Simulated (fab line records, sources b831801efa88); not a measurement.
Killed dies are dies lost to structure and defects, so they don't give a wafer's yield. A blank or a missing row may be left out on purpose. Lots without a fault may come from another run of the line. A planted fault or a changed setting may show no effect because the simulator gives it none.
A struck lot beside a sound one | flow gf180mcu | 40 steps out of a route of 602
Sound: wafers L315.1, L315.2, L315.6. Struck: wafers L318.1, L318.2, L318.6. The cause comes at the end.
At each step with rows: each side's tool, then ch and its chambers, then its first start. Under that, the readings that differ: sound wafers | struck wafers | difference of the means | sigmas: that difference in standard deviations of wafers without a fault.
alike: readings whose means differ by less than 2 such deviations, and words and numbers that are the same on both sides. not compared: withheld readings, readings that some wafer has no value for, bounds like >300 that may hide the same value, and numbers for which the record gives no deviation and whose values overlap.
The two part at a step that has a row with sigmas, a row that says differs or no value, or rows on one side only. Numbers that don't overlap but have no deviation are shown without sigmas and don't part them. A reading that every wafer of one side lacks parts them only if that side has two wafers or more.

first, 3 steps without rows for these wafers: GF_SAB_STRIP_13 (strips in O2/N2); GF_SALICIDE_CLEAN_00 (cleans in SC1/SC2, time 150 s); GF_SALICIDE_WET_ETCH_01 (etches SiO2 in dHF, target depth 5 nm, time 100 s).
GF_SALICIDE_SPUTTER_02: material Co, target thk 10 nm, time 20 s.
  sound on pvd_sputter-04, day 15 23:02; struck on pvd_sputter-02, day 17 00:47
  alike: chamber_pressure_pa, throttle_valve_pct
GF_SALICIDE_SPUTTER_03: material TiN, target thk 20 nm, time 16.7 s.
  sound on pvd_sputter-04, day 15 23:04; struck on pvd_sputter-02, day 17 00:49
  alike: chamber_pressure_pa, throttle_valve_pct
GF_SALICIDE_RS_MEAS_04: measures by four-point-probe.
  sound on film_metro-03, day 15 23:05; struck on film_metro-02, day 17 00:50
  alike: SALICIDE_TIN_RS
GF_SALICIDE_THK_MEAS_05: measures by xrf.
  sound on film_metro-03, day 15 23:13; struck on film_metro-02, day 17 00:58
  alike: SALICIDE_TIN_THK
then, 4 steps without rows for these wafers: GF_SALICIDE_RTA_06 (time 30 s); GF_SALICIDE_WET_ETCH_07 (etches the open film in SPM, target depth 120 nm); GF_SALICIDE_RTA_08 (time 30 s); GF_CONTACT_CVD_00 (deposits SiO2, target thk 300 nm, time 50 s).
GF_CONTACT_THK_MEAS_01:
  sound on film_metro-04, day 15 23:37; struck on film_metro-01, day 17 01:22
  alike: CONTACT_CVD_00_THK
GF_CONTACT_CVD_02: deposits SiO2 from TEOS, target thk 860 nm, time 95.992 s.
  sound on pecvd-01 ch 0,2, day 15 23:40; struck on pecvd-04 ch 1,2, day 17 01:25
  reading                                  | sound             | struck            | difference | sigmas
  model.SiO2_of_CONTACT_CVD_02.thk_nm (nm) | 861.4 869.6 882.6 | 270.2 279.7 278.4 | -595.1     |
  alike: heater_power_w
GF_CONTACT_THK_MEAS_03:
  sound on film_metro-01, day 15 23:44; struck on film_metro-03, day 17 01:29
  reading                 | sound       | struck      | difference | sigmas
  CONTACT_CVD_02_THK (nm) | 861 869 883 | 270 280 278 | -595       | -40
then, 1 step without rows for these wafers: GF_CONTACT_CMP_04 (polishes SiO2).
GF_CONTACT_BOW_MEAS_05:
  sound on film_metro-01, day 16 00:06; struck on film_metro-03, day 17 01:59
  alike: CONTACT_BOW
then, 8 steps without rows for these wafers: GF_CONTACT_DEHYDRATE_06 (time 60 s); GF_CONTACT_HMDS_07 (prime time 60 s); GF_CONTACT_COAT_08; GF_CONTACT_COAT_09 (resist thk 1000 nm); GF_CONTACT_SOFTBAKE_10 (time 60 s); GF_CONTACT_EXPOSE_11 (exposes mask Contact, target cd 220 nm); GF_CONTACT_PEB_12 (peb time 90 s); GF_CONTACT_DEVELOP_13 (develop time 60 s).
GF_CONTACT_CD_MEAS_14: target cd 220 nm.
  sound on cd_sem-02, day 16 23:02; struck on cd_sem-02, day 18 01:19
  alike: cd_nm
GF_CONTACT_OVL_MEAS_15:
  sound on overlay-02, day 16 23:09; struck on overlay-01, day 18 01:26
  alike: CONTACT_OVL
GF_CONTACT_ETCH_16: etches BARC in N2/H2.
  sound on rie_diel-01 ch 0,1,3, day 16 23:11; struck on rie_diel-04 ch 2,3, day 18 01:29
  alike: drypump_motor_current_A, oes_product_au, throttle_valve_pct
GF_CONTACT_ETCH_17: etches SiO2 in C4F8/O2/Ar, stops on CoSi2, target depth 860 nm.
  sound on rie_diel-01 ch 0,1,3; struck on rie_diel-04 ch 2,3
  reading                             | sound             | struck            | difference | sigmas
  oes_product_au (a.u.)               | 0.816 0.813 0.819 | 0.669 0.673 0.671 | -0.145     | -28
  model.CONTACT.feature_depth_nm (nm) | 866.3 863.3 855.6 | 567.7 579.6 577.5 | -286.8     |
  model.etch.depth_nm (nm)            | 866.3 863.3 855.6 | 567.7 579.6 577.5 | -286.8     |
GF_CONTACT_STRIP_18: strips in O2/N2.
  sound on plasma_asher-02 ch 0,1, day 16 23:21; struck on plasma_asher-02 ch 0,1, day 18 01:38
  alike: drypump_motor_current_A, heater_power_w, oes_product_au
  not compared: rf_hours_counter_h
then, 4 steps without rows for these wafers: GF_CONTACT_CLEAN_19 (cleans in SPM); GF_CONTACT_CLEAN_20 (cleans in DIW); GF_CONTACT_CLEAN_21 (cleans in dHF, time 20 s); GF_CONTACT_SPUTTER_22 (material Ti, target thk 15 nm, time 80.02 s).
GF_CONTACT_SPUTTER_23: material TiN, target thk 10 nm, time 40 s.
  sound on pvd_sputter-03, day 16 23:44; struck on pvd_sputter-02, day 18 02:08
  alike: chamber_pressure_pa, throttle_valve_pct
then, 1 step without rows for these wafers: GF_CONTACT_CVD_24 (deposits W, target thk 300 nm, time 90.339 s).
GF_CONTACT_RS_MEAS_25: measures by four-point-probe.
  sound on film_metro-03, day 16 23:52; struck on film_metro-03, day 18 02:16
  alike: CONTACT_W_RS
GF_CONTACT_THK_MEAS_26: measures by xrf.
  sound on film_metro-03, day 16 23:59; struck on film_metro-03, day 18 02:23
  alike: CONTACT_W_THK
GF_CONTACT_CMP_27: polishes, stops on SiO2, t overpolish 15 s, target thk 0 nm.
  sound on cmp-01 ch 0,2,3, day 17 00:09; struck on cmp-01 ch 0,2,3, day 18 02:27
  reading                                  | sound             | struck            | difference | sigmas
  model.SiO2_of_CONTACT_CVD_02.thk_nm (nm) | 555.4 554.9 555.7 | 263.5 272.9 271.6 | -286.0     |
  alike: motor_current_A, overpolish_run_s, platen_rpm, time_to_endpoint_s
then, 1 step without rows for these wafers: GF_M1_SPUTTER_00 (material Ti, target thk 37.5 nm, time 150 s).
-- the record jumps here: 13 days lie between the struck wafers' starts before and after (it left off in module M1 and takes up again in module PASSIVATION, whose first step shown is number 602 of the route) --
GF_PASSIVATION_PROBE_99:
  sound on prober-01, day 29 21:19; struck on prober-02, day 30 18:33
  reading                          | sound             | struck            | difference | sigmas
  model.etest.contact_poly.rc_ohm  | 6.011 5.74 5.991  | 5.022 5.051 5.078 | -0.864     |
  model.etest.contact_nplus.rc_ohm | 5.289 4.97 5.197  | 4.312 4.204 4.44  | -0.833     |
  model.etest.contact_pplus.rc_ohm | 5.258 5.172 5.126 | 4.366 4.212 4.449 | -0.843     |

WHERE THEY PART
First at GF_CONTACT_THK_MEAS_03; last, within this record, at GF_CONTACT_ETCH_17. Later steps at which nothing parts them and some readings are alike: GF_CONTACT_STRIP_18, GF_CONTACT_SPUTTER_23, GF_CONTACT_RS_MEAS_25, GF_CONTACT_THK_MEAS_26, GF_CONTACT_CMP_27.

WHY: what the simulator had put in
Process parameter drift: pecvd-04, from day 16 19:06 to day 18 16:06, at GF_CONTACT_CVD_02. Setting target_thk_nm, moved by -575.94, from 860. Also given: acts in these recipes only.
